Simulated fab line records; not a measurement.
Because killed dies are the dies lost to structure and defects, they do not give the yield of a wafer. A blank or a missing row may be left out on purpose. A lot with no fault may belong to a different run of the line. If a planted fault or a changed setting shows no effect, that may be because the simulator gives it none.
Tool commonality check -- flow gf180mcu -- 13 lots, 39 wafers sampled

## REASON IT WAS OPENED
GF_V3_THK_MEAS_01, reading V3_CVD_00_THK: flagged on 2 of 13 lots. No-fault wafers: 601 nm, standard deviation 6.2.
Rule: a lot gets a flag if all its wafers with a number sit over 4 standard deviations from that mean, or if no wafer of it has a number. The rest of the lots are taken to be sound.

lot,measured,on,"V3_CVD_00_THK (nm), wafer by wafer",flag
L823,day 21 01:19,filmMetro-04,605 599 605,
L825,day 22 05:53,filmMetro-04,594 592 597,
L826,day 22 18:32,filmMetro-01,592 598 596,
L827,day 22 23:56,filmMetro-02,610 607 596,
L828,day 23 11:45,filmMetro-02,595 604 593,
L829,day 23 19:58,filmMetro-02,596 592 600,
L831,day 24 10:44,filmMetro-02,599 600 596,
L832,day 24 14:57,filmMetro-02,597 604 606,
L833,day 24 21:37,filmMetro-04,596 590 595,
L840,day 27 06:04,filmMetro-04,522 521 515,FLAGGED
L842,day 27 18:50,filmMetro-01,509 511 513,FLAGGED
L843,day 28 04:34,filmMetro-01,607 605 601,
L845,day 28 15:22,filmMetro-02,602 603 615,
Average over the flagged lots: 515 nm; offset from the usual -86 nm, equal to -14 standard deviations.

## LOT BY LOT: THE TOOL USED
The record holds 1 process step before the reading, out of a route of 602 steps. Each cell gives the tool, then ch followed by the chambers the sampled wafers passed through, then the start.
lot,flag,GF_V3_CVD_00
L823,,"hdpcvd-01 ch 0,1,2, day 21 01:14"
L825,,"hdpcvd-01 ch 0,2, day 22 05:48"
L826,,"hdpcvd-02 ch 0,1,2, day 22 18:28"
L827,,"hdpcvd-01 ch 1,2, day 22 23:50"
L828,,"hdpcvd-02 ch 0,2, day 23 11:40"
L829,,"hdpcvd-02 ch 0,1,2, day 23 19:53"
L831,,"hdpcvd-02 ch 1,2, day 24 10:37"
L832,,"hdpcvd-02 ch 0,2, day 24 14:52"
L833,,"hdpcvd-02 ch 0,2, day 24 21:32"
L840,FLAGGED,"hdpcvd-01 ch 0,1, day 27 05:59"
L842,FLAGGED,"hdpcvd-01 ch 0, day 27 18:44"
L843,,"hdpcvd-02 ch 0,1, day 28 04:30"
L845,,"hdpcvd-02 ch 0,1,2, day 28 15:18"
What is done by these steps:
- GF_V3_CVD_00: deposits SiO2, target thk 600 nm, time 100 s.
- GF_V3_THK_MEAS_01

## FLAGGED OVER TOTAL, TOOL BY TOOL (the gauges that took the reading come last)
step,tool,lots run,flagged,share of the flagged lots,sound lots run after its first flagged lot
GF_V3_CVD_00,hdpcvd-01,5,2,all,0
GF_V3_CVD_00,hdpcvd-02,8,0,none,-
GF_V3_THK_MEAS_01,filmMetro-01,3,1,some,1 (L843)
GF_V3_THK_MEAS_01,filmMetro-02,6,0,none,-
GF_V3_THK_MEAS_01,filmMetro-04,4,1,some,0

## WHAT THE TABLE PERMITS
All flagged lots share 1 row of the table, namely hdpcvd-01 at GF_V3_CVD_00.
- hdpcvd-01 at GF_V3_CVD_00: 2 of its 5 lots flagged. It ran its last sound lot, L827, at day 22 23:50 and its first flagged lot, L840, at day 27 05:59: a fault with its onset between the two fits. Its own readings lie more than 4 standard deviations out on every wafer of the flagged lots: sih4FlowSccm.
Left over: one tool, hdpcvd-01 at GF_V3_CVD_00.

## WHAT WAS PUT IN BY THE SIMULATOR
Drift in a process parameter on hdpcvd-01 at GF_V3_CVD_00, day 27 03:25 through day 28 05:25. Setting sih4FlowSccm, moved by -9, from 60. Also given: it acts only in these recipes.
Shown lots that were struck: L840, L842. The rule above found the same.
